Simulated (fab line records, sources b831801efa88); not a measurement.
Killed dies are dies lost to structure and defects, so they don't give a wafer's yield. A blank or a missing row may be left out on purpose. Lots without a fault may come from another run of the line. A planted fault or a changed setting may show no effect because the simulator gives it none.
Which tool did it? | flow gf180mcu | 12 lots, 36 wafers sampled, at 3 steps of a route of 602

WHAT THE GAUGES READ, wafer by wafer
GF_V4_THK_MEAS_03.
lot  | measured     | on            | V4_CVD_02_THK (nm)
L075 | day 23 20:27 | film_metro-02 | 842 855 844
L077 | day 24 20:17 | film_metro-03 | 843 848 844
L079 | day 25 07:13 | film_metro-03 | 842 854 844
L081 | day 26 01:05 | film_metro-02 | 863 857 857
L083 | day 26 19:37 | film_metro-03 | 850 848 845
L085 | day 27 12:39 | film_metro-02 | 852 869 857
L087 | day 28 00:52 | film_metro-02 | 837 856 844
L089 | day 28 12:46 | film_metro-04 | 851 842 832
L091 | day 29 01:55 | film_metro-04 | 828 828 840
L093 | day 29 17:26 | film_metro-03 | 834 853 863
L095 | day 30 10:07 | film_metro-03 | 836 848 862
L097 | day 30 15:26 | film_metro-04 | 844 852 866

WHICH TOOL RAN EACH LOT (tool, then ch and the chambers of the sampled wafers, then the start)
lot  | GF_V2_CMP_26                  | GF_V3_SPUTTER_21
L075 | cmp-02 ch 0,1,3, day 20 18:28 | pvd_sputter-03, day 22 20:12
L077 | cmp-01 ch 2,3, day 21 19:47   | pvd_sputter-04, day 23 19:56
L079 | cmp-02 ch 0,1,3, day 22 07:50 | pvd_sputter-02, day 24 07:42
L081 | cmp-02 ch 1,2,3, day 23 01:55 | pvd_sputter-04, day 25 01:51
L083 | cmp-02 ch 0,1,2, day 23 21:40 | pvd_sputter-04, day 25 20:32
L085 | cmp-02 ch 0,3, day 24 18:43   | pvd_sputter-04, day 26 14:44
L087 | cmp-02 ch 0,1,2, day 25 06:27 | pvd_sputter-02, day 27 02:50
L089 | cmp-02 ch 0,2,3, day 25 18:53 | pvd_sputter-04, day 27 14:44
L091 | cmp-02 ch 1,2,3, day 26 10:02 | pvd_sputter-04, day 28 04:57
L093 | cmp-01 ch 0,3, day 27 01:58   | pvd_sputter-02, day 28 20:32
L095 | cmp-02 ch 1,2,3, day 27 19:33 | pvd_sputter-04, day 29 12:56
L097 | cmp-02 ch 0,1, day 28 01:14   | pvd_sputter-03, day 29 18:30
- GF_V2_CMP_26: polishes, stops on SiO2, t overpolish 15 s, target thk 0 nm.
- GF_V3_SPUTTER_21: material Ti, target thk 15 nm, time 80.02 s.

THE ANSWER, worked out from the rows above alone
Rule: what is usual is taken from the lots themselves. Put in order of their means at a reading, lots are off if they are a third of the lots or fewer, leave a main group of 4 or more, and stand apart from it by a gap of 3 or more times the standard deviation of the main group's means; of several such gaps the widest counts. A main group whose means are all the same, to the digits that the tables above print for the reading, isn't used. A lot without any number at a reading at which 4 lots or more have one is off too. The other lots that the step has rows for count as sound.
No lot is off at any reading shown: from this, nothing can be told.

WHAT THE SIMULATOR HAD PUT IN
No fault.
